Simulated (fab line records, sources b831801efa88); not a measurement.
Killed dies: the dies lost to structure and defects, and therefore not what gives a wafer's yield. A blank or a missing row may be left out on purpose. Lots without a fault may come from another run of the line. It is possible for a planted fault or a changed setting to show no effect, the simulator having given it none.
Which tool is to blame? / flow sky130 / 12 lots, 36 wafers sampled, at 5 steps of a route of 708

## WHAT THE GAUGES READ, wafer by wafer
SKY_GATE_OXIDE_THK_MEAS_02. Usual: for GATE_OXIDE_OXIDATION_00_THK the level is 10.18 nm and the standard deviation is 0.22.
lot=L155; measured=day 12 19:26; on=film_metro-04; GATE_OXIDE_OXIDATION_00_THK (nm)=10.26 10.19 10.29; flag=
lot=L156; measured=day 13 02:58; on=film_metro-04; GATE_OXIDE_OXIDATION_00_THK (nm)=10.25 10.11 10.15; flag=
lot=L158; measured=day 13 18:12; on=film_metro-03; GATE_OXIDE_OXIDATION_00_THK (nm)=10.16 10.17 10.21; flag=
lot=L164; measured=day 15 19:56; on=film_metro-03; GATE_OXIDE_OXIDATION_00_THK (nm)=10.29 10.39 10.24; flag=
lot=L166; measured=day 16 14:41; on=film_metro-04; GATE_OXIDE_OXIDATION_00_THK (nm)=11.74 11.61 11.79 11.73 11.59 11.81; flag=OFF
lot=L167; measured=day 16 19:34; on=film_metro-03; GATE_OXIDE_OXIDATION_00_THK (nm)=11.16 11.38 11.42 11.19 11.36 11.37; flag=OFF
lot=L172; measured=day 19 15:01; on=film_metro-01; GATE_OXIDE_OXIDATION_00_THK (nm)=10.24 10.29 10.10; flag=
lot=L173; measured=day 20 04:17; on=film_metro-01; GATE_OXIDE_OXIDATION_00_THK (nm)=10.02 10.01 10.06; flag=
lot=L176; measured=day 20 05:43; on=film_metro-01; GATE_OXIDE_OXIDATION_00_THK (nm)=10.31 10.14 10.18; flag=
lot=L175; measured=day 20 12:44; on=film_metro-03; GATE_OXIDE_OXIDATION_00_THK (nm)=10.35 10.31 10.49; flag=
lot=L177; measured=day 20 18:56; on=film_metro-03; GATE_OXIDE_OXIDATION_00_THK (nm)=10.04 10.02 9.87; flag=
lot=L178; measured=day 21 01:04; on=film_metro-03; GATE_OXIDE_OXIDATION_00_THK (nm)=10.24 10.21 10.30; flag=

SKY_POLY_GATE_THK_MEAS_01. Usual: for POLY_GATE_CVD_00_THK the level is 179.3 nm and the standard deviation is 1.8.
lot=L155; measured=day 14 00:10; on=film_metro-01; POLY_GATE_CVD_00_THK (nm)=177.3 178.1 177.0; flag=
lot=L156; measured=day 14 10:43; on=film_metro-03; POLY_GATE_CVD_00_THK (nm)=177.4 177.6 178.0; flag=
lot=L158; measured=day 14 23:48; on=film_metro-01; POLY_GATE_CVD_00_THK (nm)=177.5 177.4 177.9; flag=
lot=L164; measured=day 17 04:52; on=film_metro-03; POLY_GATE_CVD_00_THK (nm)=179.2 178.7 179.2; flag=
lot=L166; measured=day 18 04:31; on=film_metro-02; POLY_GATE_CVD_00_THK (nm)=178.8 181.1 180.1; flag=
lot=L167; measured=day 18 09:23; on=film_metro-02; POLY_GATE_CVD_00_THK (nm)=180.2 180.0 180.3; flag=
lot=L172; measured=day 21 01:03; on=film_metro-02; POLY_GATE_CVD_00_THK (nm)=182.3 181.3 182.4; flag=
lot=L173; measured=day 21 13:25; on=film_metro-01; POLY_GATE_CVD_00_THK (nm)=181.4 180.5 180.5; flag=
lot=L176; measured=day 21 14:58; on=film_metro-02; POLY_GATE_CVD_00_THK (nm)=179.9 181.0 181.1; flag=
lot=L175; measured=day 21 21:35; on=film_metro-01; POLY_GATE_CVD_00_THK (nm)=180.2 177.0 178.6; flag=
lot=L177; measured=day 22 12:55; on=film_metro-01; POLY_GATE_CVD_00_THK (nm)=181.0 180.5 179.5; flag=
lot=L178; measured=day 22 16:13; on=film_metro-01; POLY_GATE_CVD_00_THK (nm)=180.4 180.3 180.0; flag=

SKY_POLY_GATE_THK_MEAS_21. Usual: for POLY_GATE_OXIDATION_THK the level is 3.96 nm and the standard deviation is 0.087.
lot=L155; measured=day 16 11:01; on=film_metro-03; POLY_GATE_OXIDATION_THK (nm)=4.04 4.06 4.02; flag=
lot=L156; measured=day 16 22:01; on=film_metro-02; POLY_GATE_OXIDATION_THK (nm)=3.86 3.90 3.87; flag=
lot=L158; measured=day 17 12:23; on=film_metro-03; POLY_GATE_OXIDATION_THK (nm)=3.86 3.80 3.82; flag=
lot=L164; measured=day 19 21:55; on=film_metro-01; POLY_GATE_OXIDATION_THK (nm)=4.08 4.00 4.05; flag=
lot=L166; measured=day 20 16:47; on=film_metro-02; POLY_GATE_OXIDATION_THK (nm)=3.94 3.92 3.95; flag=
lot=L167; measured=day 20 19:26; on=film_metro-03; POLY_GATE_OXIDATION_THK (nm)=4.01 4.05 3.99; flag=
lot=L172; measured=day 24 01:00; on=film_metro-02; POLY_GATE_OXIDATION_THK (nm)=4.06 4.11 4.06; flag=
lot=L173; measured=day 24 05:17; on=film_metro-02; POLY_GATE_OXIDATION_THK (nm)=3.94 3.97 3.94; flag=
lot=L176; measured=day 24 05:21; on=film_metro-03; POLY_GATE_OXIDATION_THK (nm)=4.04 3.97 3.91; flag=
lot=L175; measured=day 24 09:29; on=film_metro-02; POLY_GATE_OXIDATION_THK (nm)=3.91 4.09 3.95; flag=
lot=L177; measured=day 25 05:25; on=film_metro-01; POLY_GATE_OXIDATION_THK (nm)=4.07 3.96 3.95; flag=
lot=L178; measured=day 25 10:28; on=film_metro-03; POLY_GATE_OXIDATION_THK (nm)=3.89 3.95 3.96; flag=

## WHAT TOOL EACH LOT RAN ON (gives the tool, then ch and the chambers of the sampled wafers, and finally the start)
lot=L155; SKY_SONOS_ONO_ETCH_15=rie_diel-03 ch 2,3, day 12 16:36; SKY_GATE_OXIDE_OXIDATION_01=furnace-02 ch 0, day 12 18:01
lot=L156; SKY_SONOS_ONO_ETCH_15=rie_diel-03 ch 0,1, day 13 01:14; SKY_GATE_OXIDE_OXIDATION_01=furnace-01 ch 0, day 13 01:34
lot=L158; SKY_SONOS_ONO_ETCH_15=rie_diel-02 ch 1,2, day 13 15:14; SKY_GATE_OXIDE_OXIDATION_01=furnace-02 ch 0, day 13 16:47
lot=L164; SKY_SONOS_ONO_ETCH_15=rie_diel-04 ch 0,1,2, day 15 17:29; SKY_GATE_OXIDE_OXIDATION_01=furnace-02 ch 0, day 15 18:31
lot=L166; SKY_SONOS_ONO_ETCH_15=rie_diel-04 ch 2,3, day 16 12:56; SKY_GATE_OXIDE_OXIDATION_01=furnace-01 ch 0, day 16 13:16
lot=L167; SKY_SONOS_ONO_ETCH_15=rie_diel-04 ch 0,3, day 16 17:50; SKY_GATE_OXIDE_OXIDATION_01=furnace-01 ch 0, day 16 18:10
lot=L172; SKY_SONOS_ONO_ETCH_15=rie_diel-04 ch 2,3, day 19 12:23; SKY_GATE_OXIDE_OXIDATION_01=furnace-02 ch 0, day 19 13:34
lot=L173; SKY_SONOS_ONO_ETCH_15=rie_diel-03 ch 0,2, day 20 02:29; SKY_GATE_OXIDE_OXIDATION_01=furnace-01 ch 0, day 20 02:53
lot=L176; SKY_SONOS_ONO_ETCH_15=rie_diel-02 ch 1,3, day 20 03:38; SKY_GATE_OXIDE_OXIDATION_01=furnace-01 ch 0, day 20 04:17
lot=L175; SKY_SONOS_ONO_ETCH_15=rie_diel-03 ch 0,1,2, day 20 10:59; SKY_GATE_OXIDE_OXIDATION_01=furnace-01 ch 0, day 20 11:19
lot=L177; SKY_SONOS_ONO_ETCH_15=rie_diel-03 ch 0,2,3, day 20 17:11; SKY_GATE_OXIDE_OXIDATION_01=furnace-01 ch 0, day 20 17:31
lot=L178; SKY_SONOS_ONO_ETCH_15=rie_diel-02 ch 0,1, day 20 23:05; SKY_GATE_OXIDE_OXIDATION_01=furnace-01 ch 0, day 20 23:38
- SKY_SONOS_ONO_ETCH_15: etches the open film in CHF3/O2, target depth 19.52 nm, time 7.8 s.
- SKY_GATE_OXIDE_OXIDATION_01: stabilise 600 s, purge 300 s, target thk 10.268 nm.

## AS READ BY THE TOOLS THEMSELVES (means over the sampled wafers that have a number; for cases with no such wafer, the mark the record gives instead)
SKY_SONOS_ONO_ETCH_15. Usual: O2_flow_sccm 5.000 sccm, standard deviation 0.014; drypump_motor_current_A 5.8 A, standard deviation 0.32; oes_product_au 1.001 a.u., standard deviation 0.0091; throttle_valve_pct 8.825 %, standard deviation 0.0095.
lot=L155; tool=rie_diel-03; O2_flow_sccm (sccm)=4.992; drypump_motor_current_A (A)=5.9; oes_product_au (a.u.)=0.992; throttle_valve_pct (%)=8.830; flag=
lot=L156; tool=rie_diel-03; O2_flow_sccm (sccm)=5.007; drypump_motor_current_A (A)=5.7; oes_product_au (a.u.)=1.001; throttle_valve_pct (%)=8.831; flag=
lot=L158; tool=rie_diel-02; O2_flow_sccm (sccm)=5.017; drypump_motor_current_A (A)=5.7; oes_product_au (a.u.)=1.000; throttle_valve_pct (%)=8.814; flag=
lot=L164; tool=rie_diel-04; O2_flow_sccm (sccm)=5.001; drypump_motor_current_A (A)=5.7; oes_product_au (a.u.)=1.012; throttle_valve_pct (%)=8.823; flag=
lot=L166; tool=rie_diel-04; O2_flow_sccm (sccm)=5.001; drypump_motor_current_A (A)=5.4; oes_product_au (a.u.)=1.000; throttle_valve_pct (%)=8.837; flag=
lot=L167; tool=rie_diel-04; O2_flow_sccm (sccm)=5.002; drypump_motor_current_A (A)=5.9; oes_product_au (a.u.)=1.010; throttle_valve_pct (%)=8.826; flag=
lot=L172; tool=rie_diel-04; O2_flow_sccm (sccm)=4.992; drypump_motor_current_A (A)=5.4; oes_product_au (a.u.)=1.002; throttle_valve_pct (%)=8.822; flag=
lot=L173; tool=rie_diel-03; O2_flow_sccm (sccm)=4.997; drypump_motor_current_A (A)=6.0; oes_product_au (a.u.)=0.999; throttle_valve_pct (%)=8.818; flag=
lot=L176; tool=rie_diel-02; O2_flow_sccm (sccm)=4.994; drypump_motor_current_A (A)=6.0; oes_product_au (a.u.)=0.994; throttle_valve_pct (%)=8.823; flag=
lot=L175; tool=rie_diel-03; O2_flow_sccm (sccm)=4.990; drypump_motor_current_A (A)=6.0; oes_product_au (a.u.)=1.001; throttle_valve_pct (%)=8.827; flag=
lot=L177; tool=rie_diel-03; O2_flow_sccm (sccm)=4.999; drypump_motor_current_A (A)=5.9; oes_product_au (a.u.)=1.001; throttle_valve_pct (%)=8.829; flag=
lot=L178; tool=rie_diel-02; O2_flow_sccm (sccm)=5.023; drypump_motor_current_A (A)=5.8; oes_product_au (a.u.)=1.000; throttle_valve_pct (%)=8.829; flag=

SKY_GATE_OXIDE_OXIDATION_01. Usual: ox_temp_c_max 904.3, standard deviation 1; zone_power_upper_pct 19.8 %, standard deviation 0.65.
lot=L155; tool=furnace-02; ox_temp_c_max=904.6; zone_power_upper_pct (%)=19.0; flag=
lot=L156; tool=furnace-01; ox_temp_c_max=904.0; zone_power_upper_pct (%)=20.4; flag=
lot=L158; tool=furnace-02; ox_temp_c_max=904.8; zone_power_upper_pct (%)=18.9; flag=
lot=L164; tool=furnace-02; ox_temp_c_max=904.7; zone_power_upper_pct (%)=19.1; flag=
lot=L166; tool=furnace-01; ox_temp_c_max=904.1; zone_power_upper_pct (%)=20.4; flag=
lot=L167; tool=furnace-01; ox_temp_c_max=903.7; zone_power_upper_pct (%)=20.3; flag=
lot=L172; tool=furnace-02; ox_temp_c_max=905.7; zone_power_upper_pct (%)=19.2; flag=
lot=L173; tool=furnace-01; ox_temp_c_max=903.8; zone_power_upper_pct (%)=20.2; flag=
lot=L176; tool=furnace-01; ox_temp_c_max=903.5; zone_power_upper_pct (%)=20.2; flag=
lot=L175; tool=furnace-01; ox_temp_c_max=903.4; zone_power_upper_pct (%)=20.1; flag=
lot=L177; tool=furnace-01; ox_temp_c_max=904.0; zone_power_upper_pct (%)=20.3; flag=
lot=L178; tool=furnace-01; ox_temp_c_max=903.9; zone_power_upper_pct (%)=20.3; flag=

## THE ANSWER, worked out from the rows above alone
Rule: a lot is off if the mean of its wafers that have a number lies more than 3 standard deviations from the usual mean. A lot without any number at a reading at which 4 lots or more have one is off too. The other lots that the step has rows for count as sound. After the gauges, taken in route order, come the tools' own readings; for these a lot's mean is taken, as printed above. At the first step where some lot is off, the reading lying furthest off is the one used; lots without a number count as furthest.
Off: L166, L167, seen at SKY_GATE_OXIDE_THK_MEAS_02 (GATE_OXIDE_OXIDATION_00_THK).
If a tool, at a process step before that reading, ran all the lots that are off and no sound lot after the first of them, it fits. Those tools and the gauges at SKY_GATE_OXIDE_THK_MEAS_02 are tried in the same way. No candidate that was tried fits.

## WHAT WAS PUT IN BY THE SIMULATOR
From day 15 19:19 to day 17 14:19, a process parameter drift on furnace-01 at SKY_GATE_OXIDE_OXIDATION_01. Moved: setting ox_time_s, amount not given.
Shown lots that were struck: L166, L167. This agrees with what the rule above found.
